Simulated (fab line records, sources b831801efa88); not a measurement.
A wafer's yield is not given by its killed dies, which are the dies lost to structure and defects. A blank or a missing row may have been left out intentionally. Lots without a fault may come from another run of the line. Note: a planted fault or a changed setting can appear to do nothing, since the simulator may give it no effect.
Chamber matching / flow gf180mcu / GF_V5_ETCH_16 on rie_diel-01: 4 sister chambers
The step etches BARC in N2/H2. 14 wafers are shown with their chamber, then 7 later ones without.

## WAFERS, EACH WITH ITS CHAMBER
wafer=L752.1; chamber=1; drypump_motor_current_A (A)=5.7; throttle_valve_pct (%)=13.224; oes_product_au (a.u.)=0.856
wafer=L752.2; chamber=0; drypump_motor_current_A (A)=5.9; throttle_valve_pct (%)=13.235; oes_product_au (a.u.)=0.854
wafer=L752.5; chamber=1; drypump_motor_current_A (A)=5.7; throttle_valve_pct (%)=13.229; oes_product_au (a.u.)=0.847
wafer=L753.1; chamber=1; drypump_motor_current_A (A)=5.8; throttle_valve_pct (%)=13.242; oes_product_au (a.u.)=0.853
wafer=L753.3; chamber=2; drypump_motor_current_A (A)=5.6; throttle_valve_pct (%)=13.233; oes_product_au (a.u.)=0.852
wafer=L753.5; chamber=3; drypump_motor_current_A (A)=5.4; throttle_valve_pct (%)=13.239; oes_product_au (a.u.)=0.852
wafer=L755.1; chamber=1; drypump_motor_current_A (A)=5.7; throttle_valve_pct (%)=13.225; oes_product_au (a.u.)=0.847
wafer=L755.3; chamber=2; drypump_motor_current_A (A)=5.6; throttle_valve_pct (%)=13.221; oes_product_au (a.u.)=0.854
wafer=L755.6; chamber=2; drypump_motor_current_A (A)=5.6; throttle_valve_pct (%)=13.222; oes_product_au (a.u.)=0.851
wafer=L756.2; chamber=1; drypump_motor_current_A (A)=5.7; throttle_valve_pct (%)=13.243; oes_product_au (a.u.)=0.855
wafer=L756.5; chamber=0; drypump_motor_current_A (A)=6.0; throttle_valve_pct (%)=13.213; oes_product_au (a.u.)=0.861
wafer=L756.6; chamber=3; drypump_motor_current_A (A)=5.4; throttle_valve_pct (%)=13.221; oes_product_au (a.u.)=0.856
wafer=L758.1; chamber=1; drypump_motor_current_A (A)=5.7; throttle_valve_pct (%)=13.210; oes_product_au (a.u.)=0.855
wafer=L758.3; chamber=0; drypump_motor_current_A (A)=5.9; throttle_valve_pct (%)=13.215; oes_product_au (a.u.)=0.847

SIGNATURES, as means of the wafers listed above
reading=drypump_motor_current_A; chamber 0=5.933; chamber 1=5.717; chamber 2=5.600; chamber 3=5.400; scatter within a chamber=0.0387
reading=throttle_valve_pct; chamber 0=13.22100; chamber 1=13.22883; chamber 2=13.22533; chamber 3=13.23000; scatter within a chamber=0.0115
reading=oes_product_au; chamber 0=0.85400; chamber 1=0.85217; chamber 2=0.85233; chamber 3=0.85400; scatter within a chamber=0.00442
Rule: for a wafer and a chamber, the distance is found by dividing, reading by reading, the gap between the wafer's reading and the chamber's mean by the reading's scatter, squaring, summing and taking the root. The wafer belongs to the nearest chamber; if the next one is less than 2 further off, it can't be placed. The scatter is the square root of a quotient: the sum, over the shown wafers, of each reading's squared deviation from its chamber's mean, divided by wafers minus chambers.

## WAFERS WHOSE CHAMBER IS MISSING
wafer=L758.6; drypump_motor_current_A (A)=5.7; throttle_valve_pct (%)=13.217; oes_product_au (a.u.)=0.847
wafer=L759.2; drypump_motor_current_A (A)=5.9; throttle_valve_pct (%)=13.239; oes_product_au (a.u.)=0.860
wafer=L759.3; drypump_motor_current_A (A)=5.7; throttle_valve_pct (%)=13.236; oes_product_au (a.u.)=0.860
wafer=L759.6; drypump_motor_current_A (A)=5.4; throttle_valve_pct (%)=13.212; oes_product_au (a.u.)=0.859
wafer=L764.4; drypump_motor_current_A (A)=5.5; throttle_valve_pct (%)=13.203; oes_product_au (a.u.)=0.852
wafer=L764.5; drypump_motor_current_A (A)=5.4; throttle_valve_pct (%)=13.225; oes_product_au (a.u.)=0.847
wafer=L764.6; drypump_motor_current_A (A)=5.6; throttle_valve_pct (%)=13.225; oes_product_au (a.u.)=0.850

## THE CHAMBER EACH PASSED THROUGH
wafer=L758.6; from the rows above=can't be placed: 1 or 2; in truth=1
wafer=L759.2; from the rows above=0; in truth=0
wafer=L759.3; from the rows above=can't be placed: 1 or 2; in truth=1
wafer=L759.6; from the rows above=3; in truth=3
wafer=L764.4; from the rows above=can't be placed: 2 or 3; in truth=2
wafer=L764.5; from the rows above=3; in truth=3
wafer=L764.6; from the rows above=2; in truth=2
Correct placement for 4 of the 7. Cannot be placed on the basis of these rows: 3; the candidates contain the true chamber in 3. Wrongly placed: 0.
